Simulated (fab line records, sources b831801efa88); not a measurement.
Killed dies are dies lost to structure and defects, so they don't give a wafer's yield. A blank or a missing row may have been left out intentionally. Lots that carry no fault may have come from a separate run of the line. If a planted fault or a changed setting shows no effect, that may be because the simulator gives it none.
fab line records | flow sky130
record lots=6 wafers=18 lastDay=50
route steps=708 shown LDD_HVP@286 LDD_LDN@289 PAD_OPEN@708
lots with no fault: from the same line, run without faults
startH: start of the lot's first displayed wafer, in hours after the record's first day | waitH: hours since the lot's step before | " unchanged from the row above | L1.1+2: a single row standing in for several wafers | - no value, or no start was given | * or withheld: withheld | < > ~ a bound
route shown NAME@n: names a module that has steps shown in the file, with the first one's number in the route | usual: mean and standard deviation over wafers with no fault | same: alike in all rows | chamber/n: place in a boat | sites: readings site by site | _std_site: their standard deviation | _edge_site: inner sites' mean taken away from outer sites' mean | radiusMm: how far each site lies from the wafer's centre | mask NAME#n: copy n | behind: the tool/chamber that last shaped the wafer | hold: why the lot was held/for how many hours/how that ended | device: names the non-switching transistor (n, p or np) | end of line: tests run on the same wafers once the route is complete | a step with no rows: only its recipe | killed: the dies lost at the first sort to structure and to defects; this is not the yield of the wafer | map: a wafer's dies, marking killed ones x, the rest . and places with no die _
set.NAME: the setting that was run; set.NAME@STEP: the one run at that earlier step | model.NAME: the simulator's own value behind a step, which no gauge read
lots at some steps of the route; a table a step, a row a wafer
services: the hour from which a tool's chamber was out of use, counted from the record's first day as startH (under 0 if before that day), plus the number of hours and why
## steps
# step SKY_LDD_HVP_IMPLANT_08
# recipe species=B energyKev=20 doseCm2=1.7e+13 tiltDeg=17.9
# step SKY_LDD_HVP_STRIP_09
# recipe chemistry=O2/N2 powerW=1400 pressureMtorr=1500 platenTempC=withheld o2FlowSccm=3000 n2FlowSccm=300 overashFraction=0.5
# usual drypumpMotorCurrentA=5.79/0.28 n2FlowSccm=299.9/0.96 oesProductAu=0.408/0.0045 stripTimeToEndpointS=4.133/0.015
# columns lot.wafer tool chamber startH waitH drypumpMotorCurrentA n2FlowSccm oesProductAu rfHoursCounterH stripTimeToEndpointS
L669.2 plasmaAsher-04 1 493.81 0.1 5.60 299.8 0.405 81 4.138
L669.3 " 1 " " 5.59 300.3 0.409 - 4.113
L669.5 " 0 " " 5.43 301.3 0.408 - 4.131
L670.1 plasmaAsher-03 0 501.49 0.1 5.96 301.3 0.409 35 4.129
L670.3 " 0 " " 6.00 299.8 0.408 - 4.138
L670.4 " 1 " " 5.73 299.5 0.403 - 4.154
L680.2 plasmaAsher-04 0 594.21 0.1 5.41 300.3 0.408 91 4.152
L680.4 " 0 " " 5.43 299.0 0.400 - 4.153
L680.6 " 0 " " 5.44 299.7 0.411 - 4.134
L684.1 plasmaAsher-03 1 622.03 0.1 5.74 299.1 0.404 46 4.132
L684.3 " 0 " " 5.96 300.5 0.406 - 4.140
L684.4 " 1 " " 5.72 299.9 0.404 - 4.133
L690.1 plasmaAsher-03 1 685.69 0.1 5.74 299.7 0.404 52 4.149
L690.3 " 1 " " 5.73 300.3 0.410 - 4.130
L690.6 " 1 " " 5.73 300.8 0.404 - 4.100
L692.1 plasmaAsher-03 0 689.43 0.1 5.97 299.8 0.406 53 4.120
L692.2 " 1 " " 5.75 298.1 0.410 53 4.140
L692.4 " 1 " " 5.74 300.0 0.410 - 4.136
# step SKY_LDD_HVP_TW_MEAS_10
# usual LDD_HVP_TW=460/3.2
# columns lot.wafer tool chamber startH waitH LDD_HVP_TW
L669.2 filmMetro-01 - 493.92 0.1 468
L669.3 " - " " 465
L669.5 " - " " 465
L670.1 filmMetro-01 - 501.59 0.1 465
L670.3 " - " " 466
L670.4 " - " " 467
L680.2 filmMetro-04 - 594.32 0.1 462
L680.4 " - " " 461
L680.6 " - " " 461
L684.1 filmMetro-02 - 622.13 0.1 452
L684.3 " - " " 452
L684.4 " - " " 453
L690.1 filmMetro-04 - 685.79 0.1 462
L690.3 " - " " 464
L690.6 " - " " 464
L692.1 filmMetro-01 - 689.53 0.1 461
L692.2 " - " " 458
L692.4 " - " " 460
# step SKY_LDD_LDN_DEHYDRATE_00
# recipe tempC=200 timeS=60
# step SKY_LDD_LDN_HMDS_01
# recipe primeTimeS=60 primeTempC=120
# step SKY_LDD_LDN_COAT_02
# recipe resist=NOVOLAK spinRpm=3000 resistThkNm=1140
# step SKY_LDD_LDN_SOFTBAKE_03
# recipe tempC=90 timeS=60 resist=NOVOLAK
# step SKY_LDD_LDN_EXPOSE_04
# recipe maskId=LDNTM na=0.6 sourceShape=conventional sigmaOuter=0.6 polarization=unpolarized targetCdNm=700 doseMj=140
# step SKY_LDD_LDN_PEB_05
# recipe tempC=withheld timeS=* resist=NOVOLAK
# step SKY_LDD_LDN_DEVELOP_06
# recipe resist=NOVOLAK developer=TMAH developTimeS=60 devTempC=23
# step SKY_LDD_LDN_OVL_MEAS_07
# usual LDD_LDN_OVL=-1.2/1.3
# columns lot.wafer tool chamber startH waitH LDD_LDN_OVL[nm]
L669.2 overlay-02 - 523.93 0.1 -0.4
L669.3 " - " " -2.5
L669.5 " - " " -0.2
L670.1 overlay-01 - 531.21 0.1 -2.7
L670.3 " - " " -3.3
L670.4 " - " " -1.5
L680.2 overlay-01 - 623.11 0.1 -3.4
L680.4 " - " " -2.3
L680.6 " - " " -0.8
L684.1 overlay-02 - 651.21 0.1 -2.9
L684.3 " - " " -2.2
L684.4 " - " " -0.8
L690.1 overlay-02 - 713.98 0.1 -1.6
L690.3 " - " " -2.7
L690.6 " - " " -3.7
L692.1 overlay-02 - 717.66 0.1 -0.7
L692.2 " - " " -2.1
L692.4 " - " " -1.4
# step SKY_LDD_LDN_IMPLANT_08
# recipe species=As energyKev=15 doseCm2=1.25e+13 tiltDeg=withheld rotationDeg=23
# step SKY_LDD_LDN_IMPLANT_09
# recipe species=As energyKev=15 doseCm2=1.25e+13 tiltDeg=withheld rotationDeg=113
# usual beamOnS=10.02/0.21 doseIonsCm2=1.25e+13/1.3e+10 faradayCurrentUA=70.4/1.4 rotationDeg=113.00/0.028
# columns lot.wafer tool chamber startH waitH beamOnS doseIonsCm2 faradayCurrentUA rotationDeg
L669.2 implanter-01 0 524.14 0.1 10.09 1.2488e+13 69.6 113.03
L669.3 " 0 " " 9.51 1.2498e+13 74.1 113.02
L669.5 " 0 " " 9.87 1.2492e+13 71.6 113.02
L670.1 implanter-03 0 531.39 0.1 10.28 1.2503e+13 68.5 112.99
L670.3 " 0 " " 9.92 1.2513e+13 71.0 112.97
L670.4 " 0 " " 9.80 1.2514e+13 71.6 112.97
L680.2 implanter-03 0 623.32 0.1 9.64 1.8499e+13 108.6 112.96
L680.4 " 0 " " 9.87 1.8511e+13 105.5 113.06
L680.6 " 0 " " 10.24 1.8514e+13 102.3 113.06
L684.1 implanter-03 0 651.39 0.1 10.15 1.8524e+13 103.2 112.94
L684.3 " 0 " " 10.01 1.8544e+13 104.3 113.03
L684.4 " 0 " " 10.22 1.8515e+13 102.1 113.05
L690.1 implanter-04 0 714.16 0.1 9.95 1.2508e+13 70.9 113.00
L690.3 " 0 " " 9.97 1.2512e+13 70.9 112.97
L690.6 " 0 " " 10.14 1.2495e+13 69.6 113.02
L692.1 implanter-01 0 717.84 0.1 10.13 1.2484e+13 69.6 112.99
L692.2 " 0 " " 9.60 1.2493e+13 73.4 113.02
L692.4 " 0 " " 9.95 1.2479e+13 70.5 113.01
# step SKY_LDD_LDN_IMPLANT_10
# recipe species=As energyKev=15 doseCm2=1.25e+13 tiltDeg=withheld rotationDeg=203
# step SKY_LDD_LDN_IMPLANT_11
# recipe species=As energyKev=15 doseCm2=1.25e+13 tiltDeg=withheld rotationDeg=293
# step SKY_LDD_LDN_STRIP_12
# recipe chemistry=O2/N2 powerW=1400 pressureMtorr=1500 platenTempC=withheld o2FlowSccm=3000 n2FlowSccm=300 overashFraction=0.5
# usual drypumpMotorCurrentA=5.8/0.48 n2FlowSccm=300.1/0.92 oesProductAu=0.716/0.0048 stripTimeToEndpointS=14.19/0.038
# columns lot.wafer tool chamber startH waitH drypumpMotorCurrentA n2FlowSccm oesProductAu rfHoursCounterH stripTimeToEndpointS
L669.2 plasmaAsher-01 1 524.56 0.1 6.3 300.6 0.721 74 14.16
L669.3 " 1 " " 6.3 301.0 0.719 - 14.15
L669.5 " 1 " " 6.3 300.9 0.716 - 14.14
L670.1 plasmaAsher-02 0 531.84 0.1 4.8 299.2 0.717 10 14.27
L670.3 " 0 " " 4.9 300.9 0.713 - 14.22
L670.4 " 1 " " 5.7 300.7 0.708 - 14.23
L680.2 plasmaAsher-02 1 623.74 0.1 5.7 300.1 0.716 19 14.16
L680.4 " 0 " " 4.8 299.9 0.709 - 14.17
L680.6 " 0 " " 4.9 298.6 0.714 - 14.21
L684.1 plasmaAsher-01 1 651.84 0.1 6.3 299.6 0.713 87 14.20
L684.3 " 0 " " 6.2 301.1 0.726 - 14.18
L684.4 " 1 " " 6.3 299.8 0.718 - 14.15
L690.1 plasmaAsher-01 0 714.61 0.1 6.2 300.4 0.719 93 14.20
L690.3 " 1 " " 6.3 299.1 0.720 - 14.16
L690.6 " 1 " " 6.4 298.6 0.712 - 14.16
L692.1 plasmaAsher-03 1 718.29 0.1 5.7 301.4 0.713 56 14.21
L692.2 " 0 " " 6.0 300.2 0.719 56 14.12
L692.4 " 1 " " 5.7 300.2 0.713 - 14.18
# step SKY_LDD_LDN_TW_MEAS_13
# usual LDD_LDN_TW=1478/11
# columns lot.wafer tool chamber startH waitH hold LDD_LDN_TW
L669.2 filmMetro-03 - 524.67 0.1 - 1467
L669.3 " - " " - 1471
L669.5 " - " " - 1462
L670.1 filmMetro-01 - 531.94 0.1 - 1484
L670.3 " - " " - 1489
L670.4 " - " " - 1489
L680.2 filmMetro-03 - 623.85 0.1 awaitDispo/0.2h/release 1514
L680.4 " - " " awaitDispo/0.2h/release 1525
L680.6 " - " " awaitDispo/0.2h/release 1520
L680.2 filmMetro-03 - 624.08 0.2 - 1506
L680.4 " - " " - 1499
L680.6 " - " " - 1511
L684.1 filmMetro-03 - 651.94 0.1 - 1519
L684.3 " - " " - 1508
L684.4 " - " " - 1513
L690.1 filmMetro-01 - 714.71 0.1 - 1484
L690.3 " - " " - 1482
L690.6 " - " " - 1481
L692.1 filmMetro-01 - 718.39 0.1 - 1490
L692.2 " - " " - 1477
L692.4 " - " " - 1480
# step SKY_LDD_LDN_CLEAN_14
# recipe chemistry=SC1/SC2 mix=1:4:20 tempC=70 timeS=150 dry=n2Spin
# step SKY_PAD_OPEN_PROBE_99
# usual killed_at_M0_to_M3=42/7.4 killed_at_M4_up=3.3/2.1 killedAtContacts=24/5.3 killedAtFrontEnd=15/4.5 killedAtOther=0.3/0.57 killedDies=84/10 killedOpen=46/7.5 killedShort=38/6.4
# same grossDies=492 killedAtBackSide=0
# columns lot.wafer tool chamber startH waitH killed_at_M0_to_M3 killed_at_M4_up killedAtContacts killedAtFrontEnd killedAtOther killedDies killedOpen killedShort model.etest.tipSonos.rsOhmSq
L669.2 prober-02 - 1070.53 0.1 32 3 26 15 0 76 41 34 2553
L669.3 prober-02 - 1070.58 0.2 39 4 29 11 1 84 52 30 2581
L669.5 prober-02 - 1070.68 0.2 36 3 26 17 0 82 46 36 2582
L670.1 prober-01 - 1075.59 0.1 42 10 26 14 0 92 54 38 2683
L670.3 prober-01 - 1075.69 0.2 42 6 26 22 0 96 59 35 2702
L670.4 prober-01 - 1075.74 0.2 30 4 23 15 0 72 41 31 2640
L680.2 prober-01 - 1142.46 0.1 41 8 36 22 0 107 65 42 2464
L680.4 prober-01 - 1142.56 0.2 42 4 22 6 0 74 45 29 2458
L680.6 prober-01 - 1142.66 0.2 52 1 22 16 0 91 51 40 2472
L684.1 prober-02 - 1160.41 0.1 42 1 22 8 1 74 41 33 2562
L684.3 prober-02 - 1160.51 0.2 33 1 19 17 0 70 41 29 2583
L684.4 prober-02 - 1160.56 0.2 46 6 27 10 0 89 51 38 2532
L690.1 prober-02 - 1195.22 0.1 51 2 18 12 0 83 39 44 2711
L690.3 prober-02 - 1195.32 0.2 39 1 22 18 1 81 38 42 2720
L690.6 prober-02 - 1195.47 0.2 37 5 36 16 0 94 57 37 2717
L692.1 prober-02 - 1199.05 0.1 51 4 31 15 0 101 67 34 2722
L692.2 prober-02 - 1199.10 0.1 49 2 16 19 0 86 47 38 2801
L692.4 prober-02 - 1199.20 0.2 45 3 19 16 0 83 47 36 2689
# killed by level:class
L669.2 CONTACT:geometricParticle:open=9 LI_CONTACT:geometricParticle:open=7 VIA1:geometricParticle:open=7 METAL1:geometricParticle:short=6 POLY_GATE:geometricParticle:open=5 CONTACT:geometricParticle:short=5 VIA2:geometricParticle:open=5 POLY_GATE:geometricParticle:short=4
L669.3 VIA1:geometricParticle:open=13 LI_CONTACT:geometricParticle:open=9 CONTACT:geometricParticle:open=9 VIA1:geometricParticle:short=6 LOCAL_INTERCONNECT:geometricParticle:short=5 VIA2:geometricParticle:open=5 POLY_GATE:geometricParticle:short=4 POLY_GATE:geometricParticle:open=3
L669.5 CONTACT:geometricParticle:open=10 VIA1:geometricParticle:open=10 LI_CONTACT:geometricParticle:open=9 POLY_GATE:geometricParticle:short=7 VIA2:geometricParticle:open=7 CONTACT:geometricParticle:short=4 METAL1:geometricParticle:short=4 METAL2:geometricParticle:short=4
L670.1 LI_CONTACT:geometricParticle:open=10 VIA3:geometricParticle:open=10 VIA1:geometricParticle:open=8 VIA2:geometricParticle:open=8 METAL4:geometricParticle:short=8 CONTACT:geometricParticle:open=7 POLY_GATE:geometricParticle:open=6 VIA1:geometricParticle:short=5
L670.3 VIA1:geometricParticle:open=12 CONTACT:geometricParticle:open=9 VIA3:geometricParticle:open=8 LI_CONTACT:geometricParticle:open=7 POLY_GATE:geometricParticle:open=6 LOCAL_INTERCONNECT:geometricParticle:short=6 METAL4:geometricParticle:short=6 FIELD_ISO:geometricParticle:open=5
L670.4 LI_CONTACT:geometricParticle:open=9 VIA1:geometricParticle:open=9 FIELD_ISO:geometricParticle:short=6 FIELD_ISO:geometricParticle:open=5 CONTACT:geometricParticle:short=5 CONTACT:geometricParticle:open=5 VIA2:geometricParticle:short=3 METAL4:geometricParticle:open=3
L680.2 CONTACT:geometricParticle:open=14 LI_CONTACT:geometricParticle:open=13 VIA1:geometricParticle:open=10 VIA3:geometricParticle:open=8 FIELD_ISO:geometricParticle:short=6 METAL3:geometricParticle:short=6 METAL4:geometricParticle:short=6 POLY_GATE:geometricParticle:open=5
L680.4 VIA1:geometricParticle:open=13 LI_CONTACT:geometricParticle:open=8 VIA2:geometricParticle:short=8 CONTACT:geometricParticle:open=8 VIA3:geometricParticle:open=5 METAL2:geometricParticle:short=4 VIA2:geometricParticle:open=4 CONTACT:geometricParticle:short=3
L680.6 VIA1:geometricParticle:open=16 CONTACT:geometricParticle:open=9 VIA3:geometricParticle:short=7 VIA3:geometricParticle:open=6 POLY_GATE:geometricParticle:open=5 LOCAL_INTERCONNECT:geometricParticle:short=5 METAL1:geometricParticle:short=5 METAL2:geometricParticle:short=5
L684.1 VIA1:geometricParticle:open=11 CONTACT:geometricParticle:open=9 VIA1:geometricParticle:short=6 VIA3:geometricParticle:open=5 METAL1:geometricParticle:short=4 VIA2:geometricParticle:open=4 CONTACT:geometricParticle:short=3 LI_CONTACT:geometricParticle:open=3
L684.3 LI_CONTACT:geometricParticle:open=9 VIA1:geometricParticle:open=8 VIA1:geometricParticle:short=5 VIA3:geometricParticle:open=5 FIELD_ISO:geometricParticle:open=4 CONTACT:geometricParticle:open=4 METAL1:geometricParticle:short=4 FIELD_ISO:geometricParticle:short=3
L684.4 VIA1:geometricParticle:open=15 CONTACT:geometricParticle:open=10 LI_CONTACT:geometricParticle:open=8 METAL2:geometricParticle:short=7 VIA2:geometricParticle:open=6 METAL4:geometricParticle:short=5 CONTACT:geometricParticle:short=4 METAL1:geometricParticle:short=4
L690.1 VIA3:geometricParticle:open=9 VIA1:geometricParticle:open=8 VIA1:geometricParticle:short=7 CONTACT:geometricParticle:open=6 FIELD_ISO:geometricParticle:short=5 METAL3:geometricParticle:short=5 LI_CONTACT:geometricParticle:open=5 METAL1:geometricParticle:short=5
L690.3 VIA1:geometricParticle:open=10 CONTACT:geometricParticle:short=8 METAL2:geometricParticle:short=8 FIELD_ISO:geometricParticle:short=7 FIELD_ISO:geometricParticle:open=6 LI_CONTACT:geometricParticle:open=5 VIA2:geometricParticle:open=5 CONTACT:geometricParticle:open=4
L690.6 LI_CONTACT:geometricParticle:open=12 CONTACT:geometricParticle:open=10 FIELD_ISO:geometricParticle:open=8 VIA1:geometricParticle:open=8 VIA3:geometricParticle:open=7 LI_CONTACT:geometricParticle:short=5 LOCAL_INTERCONNECT:geometricParticle:open=4 METAL1:geometricParticle:short=4
L692.1 CONTACT:geometricParticle:open=21 VIA1:geometricParticle:open=13 VIA1:geometricParticle:short=7 VIA2:geometricParticle:open=7 FIELD_ISO:geometricParticle:open=6 LI_CONTACT:geometricParticle:open=5 VIA3:geometricParticle:open=5 METAL1:geometricParticle:open=4
L692.2 VIA1:geometricParticle:open=10 VIA3:geometricParticle:open=10 METAL1:geometricParticle:short=8 FIELD_ISO:geometricParticle:open=6 VIA2:geometricParticle:open=6 VIA3:geometricParticle:short=6 FIELD_ISO:geometricParticle:short=5 LI_CONTACT:geometricParticle:open=5
L692.4 CONTACT:geometricParticle:open=11 VIA3:geometricParticle:open=10 POLY_GATE:geometricParticle:short=7 VIA1:geometricParticle:short=6 VIA2:geometricParticle:open=6 METAL1:geometricParticle:short=5 LI_CONTACT:geometricParticle:open=4 VIA1:geometricParticle:open=4
## services
# columns tool chamber startH hours kind
plasmaAsher-04 - 471.02 2.8 pm
plasmaAsher-02 - 472.08 0.8 repair
plasmaAsher-02 - 519.19 0.8 repair
implanter-04 - 552.97 1.3 repair
implanter-03 - 563.62 6.5 repair
plasmaAsher-03 - 594.60 5.3 repair
implanter-03 - 635.16 3.5 repair
plasmaAsher-01 - 637.24 0.8 repair
implanter-03 - 658.96 18.2 pm
implanter-04 - 669.11 4.3 repair
plasmaAsher-02 - 698.96 1.4 repair
## key
firstSign step=SKY_LDD_LDN_IMPLANT_09 reading=doseIonsCm2 direction=up sigmas=99+ usual=* struck=*
effect step=SKY_LDD_LDN_IMPLANT_09 reading=faradayCurrentUA direction=up sigmas=24 usual=70.4 struck=104.3
effect step=SKY_LDD_LDN_TW_MEAS_13 reading=visit direction=added
modelEffect step=SKY_PAD_OPEN_PROBE_99 value=etest.tipSonos.rsOhmSq without=2682 struck=2512
metAt SKY_LDD_LDN_IMPLANT_09
struckWafers L680.2,L680.4,L680.6,L684.1,L684.3,L684.4
testerLeftOut L680,L684
onsetBetween 531.39 623.32
fault kind=processParameterDrift tool=implanter-03 chamber=- onsetH=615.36 steps=SKY_LDD_LDN_IMPLANT_09 channel=doseCm2 offset=* shape=step endH=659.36 actsIn=* stated=*
# testerLeftOut: of these lots the tester's yield and bins aren't shown, on N5 and GAA mostly nor the transistor test; their killed dies are dies lost to structure and defects alone, not to doping, threshold or leakage, so they don't give the yield
